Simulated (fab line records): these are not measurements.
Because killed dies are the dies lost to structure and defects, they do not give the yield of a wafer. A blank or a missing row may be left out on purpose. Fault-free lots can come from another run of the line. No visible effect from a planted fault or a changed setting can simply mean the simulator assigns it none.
Which of the tools did it? -- flow sky130 -- 6 lots, 18 wafers sampled, at 3 steps of a route of 708

== WHAT THE GAUGES READ, wafer by wafer ==
SKY_POLY_GATE_THK_MEAS_04.
lot,measured,on,POLY_GATE_CVD_03_THK (nm)
L673,day 16 08:08,film_metro-02,75.9 76.1 76.5
L676,day 17 09:08,film_metro-03,75.9 75.4 75.0
L683,day 20 07:15,film_metro-02,74.7 74.8 75.6
L686,day 21 11:32,film_metro-04,73.2 73.7 73.5
L691,day 23 00:58,film_metro-04,74.8 74.5 74.7
L692,day 23 12:20,film_metro-04,74.6 74.7 74.3

== WHICH TOOL RAN EACH LOT (tool, then ch and the chambers of the sampled wafers, then the start) ==
lot,SKY_SONOS_ONO_STRIP_17,SKY_GATE_OXIDE_OXIDATION_16
L673,"plasma_asher-04 ch 0,1, day 13 19:01","furnace-01 ch 0, day 14 23:55"
L676,"plasma_asher-01 ch 0,1, day 14 18:19","furnace-01 ch 0, day 16 00:03"
L683,"plasma_asher-03 ch 0,1, day 17 09:03","furnace-01 ch 0, day 18 19:50"
L686,"plasma_asher-04 ch 0,1, day 18 09:04","furnace-02 ch 0, day 19 23:31"
L691,"plasma_asher-01 ch 0,1, day 20 04:27","furnace-01 ch 0, day 21 14:15"
L692,"plasma_asher-01 ch 0,1, day 20 14:01","furnace-01 ch 0, day 22 00:02"
- SKY_SONOS_ONO_STRIP_17: strips in O2/N2.
- SKY_GATE_OXIDE_OXIDATION_16: stabilise 600 s, purge 300 s, target thk 3.57 nm.

== THE ANSWER, worked out from the rows above alone ==
Rule: the lots themselves supply what counts as usual. Put in order of their means at a reading, lots are off if they are a third of the lots or fewer, leave a main group of 4 or more, and stand apart from it by a gap of 3 or more times the standard deviation of the main group's means; of several such gaps the widest counts. A main group is skipped when, at the precision printed for the reading in the tables above, its means are all equal. Also off: a lot with no number at a reading for which 4 or more lots have one. Where the step has rows for the other lots, those lots are counted as sound.
Across all readings shown, no lot is off: no conclusion can be drawn from this.

== WHAT THE SIMULATOR PUT IN ==
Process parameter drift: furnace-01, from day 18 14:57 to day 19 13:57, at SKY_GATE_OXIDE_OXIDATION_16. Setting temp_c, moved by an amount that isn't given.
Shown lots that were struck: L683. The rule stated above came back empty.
